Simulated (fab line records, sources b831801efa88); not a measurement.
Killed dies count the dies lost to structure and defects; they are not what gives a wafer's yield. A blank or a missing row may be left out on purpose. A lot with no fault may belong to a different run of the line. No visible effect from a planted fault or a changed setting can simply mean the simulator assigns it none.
A lot that was struck, set against a sound lot -- flow sky130 -- 16 steps out of a route of 708
Sound: these wafers, L508.2, L508.3, L508.4. Struck: wafers L517.4, L517.5, L517.6. At the end, the cause is stated.
For every step that has rows: the tool of each side, followed by ch and its chambers, followed by its first start. Under that, the readings that differ: sound wafers -- struck wafers -- difference of the means -- sigmas: that difference in standard deviations of wafers without a fault.
alike: words and numbers the same on both sides, and readings whose means are apart by under 2 such deviations; not compared: readings that were withheld, readings missing a value for some wafer, numbers with overlapping values and no deviation given by the record, and bounds like >300 which may hide the same value.
A row with sigmas, a row that says differs or no value, or rows on one side alone: a step with any of these is where the two part. When numbers do not overlap yet have no deviation, they are printed without sigmas and do not part them. Lack of a reading on every wafer of one side parts them only where that side has two or more wafers.

first, 2 steps without rows for these wafers: SKY_METAL4_PEB_11; SKY_METAL4_DEVELOP_12 (develop time 60 s).
SKY_METAL4_CD_MEAS_13: the cd target is 300 nm.
  sound on cd sem-02 at day 42 03:33; struck on cd sem-01 at day 44 21:13
  alike: cd nm
SKY_METAL4_OVL_MEAS_14:
  sound on overlay-01 at day 42 03:39; struck on overlay-02 at day 44 21:18
  alike: METAL4_OVL
SKY_METAL4_DESCUM_15: chemistry O2, time 8 s.
  sound on rie metal-03 ch 0,1, day 42 03:41; struck on rie metal-01 ch 0,1, day 44 21:20
  alike: drypump motor current A, oes product au
  not compared: rf hours counter h
SKY_METAL4_ETCH_16: etches BARC in N2/H2, stops on SiO2, time 88.2 s, target depth 60 nm.
  sound on rie metal-03 ch 0,1, day 42 03:43; struck on rie metal-01 ch 0,1, day 44 21:23
  alike: drypump motor current A, oes product au, throttle valve pct
  not compared: rf hours counter h
SKY_METAL4_ETCH_17: etches SiO2 in C4F8/O2/Ar, stops on TiN, time 3.9 s, target depth 15 nm.
  sound on rie diel-02 ch 0,1,2, day 42 03:49; struck on rie diel-03 ch 0,2,3, day 44 21:27
  alike: oes product au
SKY_METAL4_METAL_ETCH_18: etches the open film in Cl2/BCl3, stops on SiO2, target depth 845 nm, time 183.1 s.
  sound on rie metal-01 ch 0,1, day 42 03:50; struck on rie metal-02 ch 0,1, day 44 21:32
  alike: drypump motor current A, oes product au, throttle valve pct
  not compared: rf hours counter h
then, 4 steps without rows for these wafers: SKY_METAL4_STRIP_19 (strips in O2/N2); SKY_METAL4_STRIP_20 (strips in post etch residue remover, time 1200 s); SKY_METAL4_CLEAN_21 (cleans in IPA, time 180 s); SKY_METAL4_CLEAN_22 (cleans in O3/DIW).
SKY_VIA4_HDPCVD_00: deposits SiO2, target thk 1750 nm, time 291.7 s.
  sound on hdpcvd-01 ch 0,2, day 42 04:36; struck on hdpcvd-01 ch 0,1,2, day 44 22:22
reading,sound,struck,difference,sigmas
sih4 flow sccm (sccm),60.12 59.66 59.94,90.06 89.53 90.12,+30.00,+99 or more
model.SiO2_of_VIA4_HDPCVD_00.thk nm (nm),1760 1760 1772,2597 2642 2627,+858,
SKY_VIA4_THK_MEAS_01:
  sound on film metro-03 at day 42 04:47; struck on film metro-03 at day 44 22:29
reading,sound,struck,difference,sigmas
VIA4_HDPCVD_THK (nm),1759 1759 1771,2598 2643 2628,+860,+51
SKY_VIA4_CMP_02: polishes SiO2.
  sound on cmp-02 ch 1,2,3, day 42 04:50; struck on cmp-02 ch 1,2, day 44 22:31
  alike: motor current A
-- the record jumps here: 4 days lie between the struck wafers' starts before and after (it left off in module VIA4 and takes up again in module PAD_OPEN, whose first step shown is number 708 of the route) --
SKY_PAD_OPEN_PROBE_99:
  the record has rows for the struck wafers here (prober-01, day 48 12:52) and none for the sound ones

== WHERE THEY PART ==
Earliest at SKY_VIA4_HDPCVD_00; latest, in this record, at SKY_PAD_OPEN_PROBE_99.

WHY: what had been put in by the simulator
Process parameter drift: hdpcvd-01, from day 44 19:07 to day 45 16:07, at SKY_VIA4_HDPCVD_00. Setting sih4 flow sccm shifted by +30 from 60. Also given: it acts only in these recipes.
